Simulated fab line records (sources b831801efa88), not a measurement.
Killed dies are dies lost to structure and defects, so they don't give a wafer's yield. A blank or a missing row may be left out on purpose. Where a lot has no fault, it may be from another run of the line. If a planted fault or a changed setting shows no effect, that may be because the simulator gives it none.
Chamber matching | flow gf180mcu | GF_V2_CMP_04 on cmp-02: 4 sister chambers
The step polishes SiO2. 4 wafers are shown with their chamber, then 7 later ones without.

WAFERS, EACH WITH ITS CHAMBER
wafer  | chamber | motor current A (A)
L468.3 | 1       | 9.5
L468.6 | 0       | 14.5
L470.2 | 3       | 10.8
L470.5 | 2       | 12.0

WAFERS WITHOUT THEIR CHAMBER
wafer  | motor current A (A)
L470.6 | 9.0
L475.1 | 10.8
L475.5 | 11.9
L475.6 | 9.7
L480.1 | 11.1
L480.2 | 10.1
L480.4 | 9.0

WHICH CHAMBER EACH ONE RAN IN
wafer  | from the rows above     | in truth
L470.6 | 1                       | 1
L475.1 | 3                       | 3
L475.5 | 2                       | 2
L475.6 | 1                       | 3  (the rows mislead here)
L480.1 | can't be placed: 3 or 2 | 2
L480.2 | can't be placed: 1 or 3 | 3
L480.4 | 1                       | 1
Placed correctly: 4 of 7. Not placeable from these rows: 2 (in 2, the candidates include the true chamber). 1 placed wrongly.
How it was worked out, from the rows above alone: a wafer's distance from a chamber is the root of the sum, over the readings, of the square of ((its reading less the chamber's mean) divided by the reading's scatter). If the next closest chamber is less than 2 further off than the closest, the wafer can't be placed; otherwise it belongs to the closest. Each chamber's mean is taken over the wafers shown for it. The scatter: root of mean squared gap, hidden wafer to nearest shown wafer, with one shown wafer a chamber.
